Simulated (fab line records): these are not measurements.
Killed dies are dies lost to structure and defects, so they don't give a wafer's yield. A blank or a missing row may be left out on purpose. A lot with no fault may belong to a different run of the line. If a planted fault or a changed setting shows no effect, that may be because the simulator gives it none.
Which tool was responsible?	flow sky130	6 lots, 17 wafers sampled, at 2 steps of a route of 708

== WHAT THE GAUGES SHOWED, per wafer ==
SKY_VIA1_RS_MEAS_22: uses a four-point probe to measure.
lot	measured	on	VIA1_W_RS (ohm/sq)
L709	day 35 23:56	film_metro-02	0.426 0.433 0.430
L711	day 36 17:33	film_metro-03	0.423 0.432 0.425
L714	day 37 16:57	film_metro-01	0.433 0.429 0.432
L717	day 38 20:17	film_metro-01	0.424 0.273
L724	day 41 02:44	film_metro-03	0.429 0.422 0.423
L728	day 41 19:06	film_metro-01	0.428 0.431 0.430

== TOOL THAT RAN EACH LOT (tool first, then ch and the chambers of the sampled wafers, then the start) ==
lot	SKY_VIA1_CVD_21
L709	cvd_w-02 ch 0,1, day 35 23:50
L711	cvd_w-01 ch 0,1, day 36 17:27
L714	cvd_w-02 ch 0,1, day 37 16:52
L717	cvd_w-01 ch 0,1, day 38 20:11
L724	cvd_w-02 ch 0,1, day 41 02:38
L728	cvd_w-02 ch 0,1, day 41 18:59
- SKY_VIA1_CVD_21: deposits W, target thk 270 nm, time 80.902 s.

== THE ANSWER, worked out from the rows above alone ==
Rule: what is usual is taken from the lots themselves. The widest of any qualifying gaps counts: lots, ordered by their means at a reading, are off when they make up no more than a third of the lots, leave a main group of 4 or more, and stand apart from it by 3 or more times the standard deviation of that group's means. The tables above print the reading to a certain number of digits; a main group whose means all agree to those digits is not used. Also off: a lot with no number at a reading for which 4 or more lots have one. Where the step has rows for the other lots, those lots are counted as sound.
Off: L717, seen at SKY_VIA1_RS_MEAS_22 (VIA1_W_RS). Main group: mean 0.428 ohm/sq, sd 0.0024.
A tool fits if, at a process step before that reading, it ran every lot that is off, and no sound lot after the first of them. Those tools and the gauges at SKY_VIA1_RS_MEAS_22 are tried in the same way. One candidate fits, namely cvd_w-01 at SKY_VIA1_CVD_21. Its last sound lot is L711 (day 36 17:27), its first lot that is off L717 (day 38 20:11): a fault that began between those two fits.

== WHAT THE SIMULATOR HAD INSERTED ==
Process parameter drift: cvd_w-01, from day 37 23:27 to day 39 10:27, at SKY_VIA1_CVD_21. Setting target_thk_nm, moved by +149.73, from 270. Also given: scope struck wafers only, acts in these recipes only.
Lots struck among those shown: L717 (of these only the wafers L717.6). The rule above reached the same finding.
